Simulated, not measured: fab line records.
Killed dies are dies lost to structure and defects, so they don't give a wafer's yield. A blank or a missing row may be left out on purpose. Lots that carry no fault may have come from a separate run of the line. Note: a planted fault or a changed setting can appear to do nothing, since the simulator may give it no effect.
One fault through the eyes of 2 desks	flow gf180mcu	what lay behind the numbers comes last; until then each desk has only its own

== FROM THE METROLOGY DESK ==
What the gauges read for every lot (on any tool): the sampled wafers with a number, averaged. A lot is out of limits, marked OUT, if its mean lies more than 4 standard deviations from the usual mean; the brackets give that distance.
Columns: A = MIM_ALCU_THK at GF_MIM_THK_MEAS_11, usual 196.5 nm
lot	first seen here	A
L506	day 24 05:22	196.0
L508	day 24 18:36	194.2
L509	day 25 10:43	196.4
L510	day 25 15:21	194.5
L512	day 26 16:55	193.6
L514	day 27 19:46	196.3
L522	day 29 20:17	190.2
L523	day 30 01:53	196.1
L526	day 30 15:10	194.1
L525	day 30 19:43	196.1
L527	day 30 19:49	196.2
L529	day 31 10:14	191.7
This desk found nothing out of limits on any of the 12 lots.

== FOR THE TOOL OWNER'S DESK: pvd-sputter-03 ==
The tool's own readings at GF_MIM_SPUTTER_04 (material TiN, target thk 50 nm, time 41.7 s): means of the sampled wafers that have a number, for each lot that ran on this tool. A lot is out of limits, marked OUT, if its mean lies more than 4 standard deviations from the usual mean; the brackets give that distance.
Columns: A = chamber-pressure-pa at GF_MIM_SPUTTER_04, usual 0.4001 Pa; B = throttle-valve-pct at GF_MIM_SPUTTER_04, usual 29.8 %
lot	first seen here	A	B
L508	day 24 18:14	0.4004	30.5
L510	day 25 14:59	0.4003	30.3
L512	day 26 16:34	0.4357 (+52) OUT	30.0
L514	day 27 19:25	0.4361 (+53) OUT	30.1
L527	day 30 19:26	0.4001	30.5
Finding of this desk: L512, L514 out of limits; the first was L512 at day 26 16:34, on chamber-pressure-pa at GF_MIM_SPUTTER_04. L508, L510, L527: within limits.

== BROUGHT TOGETHER ==
On L512, L514, at day 26 16:34, an alarm was possible from the tool owner's desk.
From the metrology desk's view, nothing was out of limits.
The metrology desk has L512, L514 on record, within its limits.
All the named lots went through GF_MIM_SPUTTER_04 on pvd-sputter-03.

== WHAT THE SIMULATOR HAD PUT IN ==
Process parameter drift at GF_MIM_SPUTTER_04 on pvd-sputter-03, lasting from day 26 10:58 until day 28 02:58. Setting chamber-pressure-pa shifted by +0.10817 from 0.4. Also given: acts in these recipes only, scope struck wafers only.
Shown lots that were struck: L512, L514.
Time in hours from fault onset to the first out-of-limits reading at each desk: the tool owner's desk, 6.
